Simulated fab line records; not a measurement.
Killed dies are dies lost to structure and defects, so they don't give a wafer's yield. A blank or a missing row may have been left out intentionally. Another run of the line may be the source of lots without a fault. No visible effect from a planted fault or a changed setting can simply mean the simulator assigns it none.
The tool behind it: which one? ; flow sky130 ; 39 wafers from 13 lots sampled at 4 of the route's 708 steps

== WHAT EACH GAUGE READ, for each wafer ==
SKY_VT_ADJUST_LVTN_OVL_MEAS_07. Usual: VT_ADJUST_LVTN_OVL gives 1.1 nm (standard deviation 0.95).
lot;measured;on;VT_ADJUST_LVTN_OVL (nm);flag
L246;day 6 23:04;overlay-02;1.6 1.3 1.2;
L247;day 7 05:25;overlay-02;0.9 1.3 0.9;
L248;day 7 11:49;overlay-02;0.7 -0.8 1.2;
L250;day 7 23:19;overlay-02;2.8 0.9 0.3;
L251;day 8 05:27;overlay-01;1.2 0.7 1.5;
L258;day 10 05:10;overlay-01;1.0 1.3 0.2;
L259;day 10 13:01;overlay-01;2.1 1.6 1.1;
L260;day 10 17:09;overlay-01;0.0 0.3 -0.2;
L261;day 10 20:55;overlay-02;2.4 1.5 1.4;
L266;day 12 13:16;overlay-01;0.9 2.6 2.2;
L267;day 12 18:34;overlay-01;0.5 1.1 0.6;
L268;day 13 00:52;overlay-01;0.8 0.1 2.3;
L269;day 13 06:54;overlay-01;0.3 2.3 1.8;

SKY_SD_N_OVL_MEAS_08. Usual: SD_N_OVL gives -1.1 nm (standard deviation 1.2).
lot;measured;on;SD_N_OVL (nm);flag
L246;day 28 07:32;overlay-02;0.5 1.3 1.3;
L247;day 28 08:59;overlay-01;-0.4 0.1 0.2;
L248;day 28 22:29;overlay-01;-2.0 -1.4 -0.3;
L250;day 29 09:50;overlay-02;-1.2 0.1 -1.9;
L251;day 29 23:07;overlay-02;-0.8 -1.0 -0.7;
L258;day 32 06:20;overlay-01;1.2 0.8 1.8;
L259;day 32 21:04;overlay-02;-0.8 -0.8 -1.9;
L260;day 32 22:10;overlay-01;1.8 -0.6 1.3;
L261;day 33 09:53;overlay-01;-1.2 -2.0 -1.5;
L266;day 34 20:11;overlay-01;-0.7 -0.8 -2.4;
L267;day 35 05:47;overlay-02;-1.2 -3.4 -1.8;
L268;day 35 14:23;overlay-01;-2.9 -1.8 0.3;
L269;day 35 17:33;overlay-02;-3.0 -2.8 -1.5;

== WHAT TOOL EACH LOT RAN ON (gives the tool, then ch and the chambers of the sampled wafers, and finally the start) ==
lot;SKY_FIELD_ISO_ETCH_17;SKY_SONOS_TUNNEL_CLEAN_13
L246;rie-si-02 ch 0,3, day 2 05:38;wet-bench-02 ch 0, day 11 13:28
L247;rie-si-02 ch 2,3, day 2 09:56;wet-bench-02 ch 0, day 11 19:11
L248;rie-si-01 ch 1,3, day 2 15:34;wet-bench-04 ch 0, day 12 02:47
L250;rie-si-02 ch 0,2,3, day 3 02:10;wet-bench-04 ch 1, day 12 15:49
L251;rie-si-01 ch 1,2, day 3 07:47;wet-bench-01 ch 3, day 13 00:50
L258;rie-si-01 ch 1,3, day 4 21:11;wet-bench-01 ch 2, day 15 10:38
L259;rie-si-01 ch 1,2, day 5 02:23;wet-bench-04 ch 0, day 15 19:20
L260;rie-si-01 ch 0,1,3, day 5 06:44;wet-bench-02 ch 1, day 16 01:38
L261;rie-si-02 ch 0,1,2, day 5 10:11;wet-bench-01 ch 0, day 16 05:17
L266;rie-si-02 ch 1,2,3, day 6 12:20;wet-bench-04 ch 1, day 18 07:49
L267;rie-si-02 ch 0,3, day 6 19:01;wet-bench-01 ch 0, day 18 14:14
L268;rie-si-01 ch 0,1,2, day 7 01:14;wet-bench-01 ch 0, day 18 22:27
L269;rie-si-01 ch 1,2,3, day 7 07:23;wet-bench-04 ch 0, day 19 04:28
- SKY_FIELD_ISO_ETCH_17: etches Si in HBr/Cl2/O2, target depth 342 nm, time 97.7 s.
- SKY_SONOS_TUNNEL_CLEAN_13: cleans in dHF, time 20 s.

== WHAT THE TOOLS THEMSELVES READ (means of the sampled wafers that have a number; where no wafer has one, the mark that the record gives instead) ==
SKY_FIELD_ISO_ETCH_17. Usual: HBr_flow_sccm 150.0 sccm, standard deviation 0.45; O2_flow_sccm 6.001 sccm, standard deviation 0.017; drypump-motor-current-A 5.81 A, standard deviation 0.26; oes-product-au 1.003 a.u., standard deviation 0.0088; throttle-valve-pct 25.655 %, standard deviation 0.011.
lot;tool;HBr_flow_sccm (sccm);O2_flow_sccm (sccm);drypump-motor-current-A (A);oes-product-au (a.u.);throttle-valve-pct (%);flag
L246;rie-si-02;149.5;5.988;6.18;0.999;25.667;
L247;rie-si-02;150.1;5.988;5.81;1.010;25.644;
L248;rie-si-01;150.4;5.996;5.67;0.997;25.659;
L250;rie-si-02;149.5;6.007;6.00;1.011;25.651;
L251;rie-si-01;149.7;5.996;5.87;1.006;25.651;
L258;rie-si-01;149.9;6.004;5.65;0.987;25.667;
L259;rie-si-01;150.2;5.997;5.79;1.001;25.653;
L260;rie-si-01;150.0;5.991;5.56;1.006;25.652;
L261;rie-si-02;150.3;5.997;5.84;0.997;25.652;
L266;rie-si-02;150.0;5.999;5.84;1.005;25.662;
L267;rie-si-02;150.2;6.018;6.20;1.001;25.653;
L268;rie-si-01;149.9;6.017;5.69;1.003;25.655;
L269;rie-si-01;149.8;5.995;5.76;0.999;25.659;

SKY_SONOS_TUNNEL_CLEAN_13. Usual: run-length-s 48.9 s, standard deviation 2.3.
lot;tool;run-length-s (s);flag
L246;wet-bench-02;47.2;
L247;wet-bench-02;46.3;
L248;wet-bench-04;52.1;
L250;wet-bench-04;50.6;
L251;wet-bench-01;46.8;
L258;wet-bench-01;-;OFF
L259;wet-bench-04;-;OFF
L260;wet-bench-02;-;OFF
L261;wet-bench-01;47.9;
L266;wet-bench-04;47.6;
L267;wet-bench-01;47.9;
L268;wet-bench-01;51.6;
L269;wet-bench-04;46.5;

== THE ANSWER, worked out from the rows above alone ==
Rule: take the mean of a lot's wafers that have a number; if it is more than 3 standard deviations from the usual mean, the lot is off. A lot without any number at a reading at which 4 lots or more have one is off too. Where the step has rows for the other lots, those lots are counted as sound. Order of review: gauges by route order, followed by the tools' own readings, for which a lot's mean as printed above is used. The first step at which some lot is off is used, and at that step the reading that is off furthest; a lot without a number counts as furthest.
Off, at SKY_SONOS_TUNNEL_CLEAN_13 on run-length-s: L258, L259, L260. Without a number there: L258, L259, L260.
A tool fits if, at that step or a process step before it, it ran every lot that is off, and no sound lot after the first of them. No candidate that was tried fits.

== WHAT THE SIMULATOR PUT IN ==
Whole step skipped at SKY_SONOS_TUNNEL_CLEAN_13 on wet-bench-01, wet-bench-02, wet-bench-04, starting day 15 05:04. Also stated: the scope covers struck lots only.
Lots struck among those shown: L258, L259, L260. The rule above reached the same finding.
